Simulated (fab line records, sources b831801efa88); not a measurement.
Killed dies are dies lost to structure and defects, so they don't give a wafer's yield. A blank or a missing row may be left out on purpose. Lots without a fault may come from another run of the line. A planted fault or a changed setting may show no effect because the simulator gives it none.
Which tool did it? | flow gf180mcu | 6 lots, 18 wafers sampled, at 4 steps of a route of 602

WHAT THE GAUGES READ, wafer by wafer
GF_PASSIVATION_THK_MEAS_01.
lot  | measured     | on            | PASSIVATION_CVD_00_THK (nm)
L565 | day 28 17:19 | film_metro-02 | 998 1014 1020
L568 | day 29 18:27 | film_metro-01 | 969 994 1007
L572 | day 30 22:31 | film_metro-04 | 1018 1031 1008
L577 | day 32 03:27 | film_metro-04 | 894 1008 916
L579 | day 32 21:15 | film_metro-01 | 982 991 900
L584 | day 33 22:25 | film_metro-04 | 1017 1005 1016

WHICH TOOL RAN EACH LOT (tool, then ch and the chambers of the sampled wafers, then the start)
lot  | GF_MIM_SPUTTER_08            | GF_TOP_METAL_SPUTTER_02      | GF_PASSIVATION_CVD_00
L565 | pvd_sputter-04, day 25 03:25 | pvd_sputter-01, day 27 20:53 | pecvd-02 ch 0,1, day 28 17:14
L568 | pvd_sputter-02, day 26 05:22 | pvd_sputter-02, day 28 22:25 | pecvd-02 ch 1,2, day 29 18:22
L572 | pvd_sputter-03, day 27 14:20 | pvd_sputter-04, day 30 02:55 | pecvd-03 ch 0,1, day 30 22:25
L577 | pvd_sputter-04, day 28 23:04 | pvd_sputter-04, day 31 09:22 | pecvd-03 ch 0,1, day 32 03:22
L579 | pvd_sputter-02, day 29 18:20 | pvd_sputter-01, day 32 04:11 | pecvd-03 ch 0,1,2, day 32 21:10
L584 | pvd_sputter-02, day 31 00:08 | pvd_sputter-02, day 33 06:13 | pecvd-02 ch 0,1,2, day 33 22:20
- GF_MIM_SPUTTER_08: material AlCu, target thk 200 nm, time 10.6 s.
- GF_TOP_METAL_SPUTTER_02: material AlCu, target thk 900 nm, time 47.82 s.
- GF_PASSIVATION_CVD_00: deposits SiO2 from TEOS, target thk 1000 nm, time 111.95 s.

THE ANSWER, worked out from the rows above alone
Rule: what is usual is taken from the lots themselves. Put in order of their means at a reading, lots are off if they are a third of the lots or fewer, leave a main group of 4 or more, and stand apart from it by a gap of 3 or more times the standard deviation of the main group's means; of several such gaps the widest counts. A main group whose means are all the same, to the digits that the tables above print for the reading, isn't used. A lot without any number at a reading at which 4 lots or more have one is off too. The other lots that the step has rows for count as sound.
No lot is off at any reading shown: from this, nothing can be told.

WHAT THE SIMULATOR HAD PUT IN
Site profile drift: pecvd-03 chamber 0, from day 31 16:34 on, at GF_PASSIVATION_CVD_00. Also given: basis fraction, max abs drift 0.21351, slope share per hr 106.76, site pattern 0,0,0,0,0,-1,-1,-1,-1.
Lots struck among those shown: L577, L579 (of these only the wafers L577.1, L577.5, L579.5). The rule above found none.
